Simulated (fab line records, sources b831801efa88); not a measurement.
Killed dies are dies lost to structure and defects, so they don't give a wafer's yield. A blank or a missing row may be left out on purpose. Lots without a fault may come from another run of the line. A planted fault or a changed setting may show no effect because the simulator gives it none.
Tool commonality check | flow sky130 | 13 lots, 39 wafers sampled

WHY IT WAS OPENED
At SKY_GATE_OXIDE_TW_MEAS_14 the reading GATE_OXIDE_TW is flagged on 2 of 13 lots. Wafers without a fault read 227.7, standard deviation 1.4.
Rule: a lot is flagged when every wafer of it that has a number lies more than 4 standard deviations from that mean, or none has a number. The other lots count as sound.

lot  | measured     | on            | GATE_OXIDE_TW, wafer by wafer | flag
L533 | day 14 08:26 | film_metro-04 | 228.0 227.4 228.4             |
L534 | day 14 11:46 | film_metro-04 | 227.1 227.0 229.1             |
L535 | day 14 18:26 | film_metro-04 | 227.3 228.5 226.2             |
L536 | day 15 08:02 | film_metro-01 | 228.3 227.9 227.6             |
L537 | day 15 14:52 | film_metro-02 | 226.7 228.0 227.4             |
L538 | day 15 22:07 | film_metro-04 | 229.4 228.5 230.1             |
L539 | day 16 09:19 | film_metro-02 | 227.1 226.9 227.3             |
L540 | day 16 16:20 | film_metro-01 | 228.6 229.4 227.4             |
L541 | day 17 02:29 | film_metro-04 | 229.6 227.2 226.8             |
L543 | day 17 20:22 | film_metro-04 | 228.0 228.5 228.5             |
L544 | day 17 23:30 | film_metro-04 | 226.7 227.4 226.7             |
L553 | day 21 06:41 | film_metro-01 | 30.8 30.7 30.7                | FLAGGED
L554 | day 21 16:02 | film_metro-02 | 29.8 29.9 29.9                | FLAGGED
The numbers of the flagged lots are 30.3 on average: -197.4 against the usual, or -99 or more standard deviations.

WHICH TOOL RAN EACH LOT
The record holds 1 process step before the reading, out of a route of 708 steps. In each cell: the tool, then ch and the chambers that the sampled wafers went through, then the start.
lot  | flag    | SKY_GATE_OXIDE_DEVELOP_09
L533 |         | litho_track-03 ch 0, day 14 07:54
L534 |         | litho_track-04 ch 0, day 14 11:07
L535 |         | litho_track-04 ch 0, day 14 17:53
L536 |         | litho_track-01 ch 0, day 15 07:32
L537 |         | litho_track-03 ch 0, day 15 14:21
L538 |         | litho_track-03 ch 0, day 15 21:35
L539 |         | litho_track-01 ch 0, day 16 08:47
L540 |         | litho_track-01 ch 0, day 16 15:49
L541 |         | litho_track-03 ch 0, day 17 01:56
L543 |         | litho_track-04 ch 0, day 17 19:52
L544 |         | litho_track-04 ch 0, day 17 22:59
L553 | FLAGGED | litho_track-04 ch 0, day 21 06:08
L554 | FLAGGED | litho_track-04 ch 0, day 21 15:29
What these steps do:
- SKY_GATE_OXIDE_DEVELOP_09: develop time 60 s.
- SKY_GATE_OXIDE_TW_MEAS_14

FLAGGED OVER TOTAL, TOOL BY TOOL (the gauges that took the reading come last)
step                      | tool           | lots run | flagged | share of the flagged lots | sound lots run after its first flagged lot
SKY_GATE_OXIDE_DEVELOP_09 | litho_track-01 | 3        | 0       | none                      | -
SKY_GATE_OXIDE_DEVELOP_09 | litho_track-03 | 4        | 0       | none                      | -
SKY_GATE_OXIDE_DEVELOP_09 | litho_track-04 | 6        | 2       | all                       | 0
SKY_GATE_OXIDE_TW_MEAS_14 | film_metro-01  | 3        | 1       | some                      | 0
SKY_GATE_OXIDE_TW_MEAS_14 | film_metro-02  | 3        | 1       | some                      | 0
SKY_GATE_OXIDE_TW_MEAS_14 | film_metro-04  | 7        | 0       | none                      | -

WHAT THE TABLE ALLOWS
1 row of the table ran every flagged lot: litho_track-04 at SKY_GATE_OXIDE_DEVELOP_09.
- litho_track-04 at SKY_GATE_OXIDE_DEVELOP_09: 2 of its 6 lots flagged. Its last sound lot is L544 (day 17 22:59), its first flagged lot L553 (day 21 06:08): a fault that began between those two fits.
One tool is left: litho_track-04 at SKY_GATE_OXIDE_DEVELOP_09.

WHAT THE SIMULATOR HAD PUT IN
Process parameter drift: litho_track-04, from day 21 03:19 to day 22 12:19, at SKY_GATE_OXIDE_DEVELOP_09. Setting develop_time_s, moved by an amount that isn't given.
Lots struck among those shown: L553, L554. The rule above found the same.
